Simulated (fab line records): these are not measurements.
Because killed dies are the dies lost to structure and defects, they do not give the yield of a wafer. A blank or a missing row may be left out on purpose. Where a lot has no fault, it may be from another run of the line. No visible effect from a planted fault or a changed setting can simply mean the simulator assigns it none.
Which tool was responsible? + flow sky130 + 6 lots, 18 wafers sampled, at 3 steps of a route of 708

== WHAT EACH GAUGE READ, for each wafer ==
SKY_SD_N_CD_MEAS_07 targets a cd of 380 nm.
| lot  | measured     | on       | cdNm (nm)         |
|------|--------------|----------|-------------------|
| L367 | day 27 18:49 | cdSem-02 | 377.4 378.3 378.6 |
| L375 | day 31 06:08 | cdSem-01 | 381.9 377.2 379.7 |
| L378 | day 31 17:52 | cdSem-01 | 378.6 377.9 380.0 |
| L382 | day 33 16:40 | cdSem-02 | 380.3 380.2 380.5 |
| L381 | day 33 18:01 | cdSem-01 | 367.6 367.6 368.8 |
| L385 | day 34 04:16 | cdSem-02 | 368.7 368.9 366.9 |

== EACH LOT AND THE TOOL THAT RAN IT (in order: tool; ch and the chambers of the sampled wafers; start) ==
| lot  | SKY_POLY_CUT_ETCH_10              | SKY_SD_N_EXPOSE_04                 |
|------|-----------------------------------|------------------------------------|
| L367 | rieDiel-03 ch 1,2, day 24 04:04   | ilineStepper-02 ch 0, day 27 04:52 |
| L375 | rieDiel-04 ch 0,2,3, day 27 20:50 | ilineStepper-01 ch 0, day 30 16:22 |
| L378 | rieDiel-02 ch 1,2,3, day 28 09:16 | ilineStepper-02 ch 0, day 31 05:11 |
| L382 | rieDiel-03 ch 0,2,3, day 30 08:04 | ilineStepper-02 ch 0, day 33 03:48 |
| L381 | rieDiel-02 ch 1,2, day 30 08:28   | ilineStepper-01 ch 0, day 33 04:50 |
| L385 | rieDiel-04 ch 1,2, day 30 19:19   | ilineStepper-01 ch 0, day 33 15:02 |
- SKY_POLY_CUT_ETCH_10: etches BARC in N2/H2, stops on SiO2, time 45.9 s, target depth 60 nm.
- SKY_SD_N_EXPOSE_04: exposes mask NSDM, target cd 380 nm.

== THE ANSWER, worked out from the rows above alone ==
Rule: the lots themselves supply what counts as usual. Put in order of their means at a reading, lots are off if they are a third of the lots or fewer, leave a main group of 4 or more, and stand apart from it by a gap of 3 or more times the standard deviation of the main group's means; of several such gaps the widest counts. A main group whose means are all the same, to the digits that the tables above print for the reading, isn't used. Also off: a lot with no number at a reading for which 4 or more lots have one. All remaining lots with rows at the step are treated as sound.
Off, at SKY_SD_N_CD_MEAS_07 on cdNm: L381, L385. Main group: mean 379.2 nm, sd 0.83.
If a tool, at a process step before that reading, ran all the lots that are off and no sound lot after the first of them, it fits. The gauges at SKY_SD_N_CD_MEAS_07 are tried like those tools. One candidate fits, namely ilineStepper-01 at SKY_SD_N_EXPOSE_04. A fault onset in the window from L375 (day 30 16:22, its last sound lot) to L381 (day 33 04:50, its first lot off) fits.

== WHAT THE SIMULATOR PUT IN ==
Process parameter drift: ilineStepper-01, from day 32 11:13 on, at SKY_SD_N_EXPOSE_04. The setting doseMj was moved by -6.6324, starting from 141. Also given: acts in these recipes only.
Struck lots among those shown: L381, L385. The same result came from the rule above.
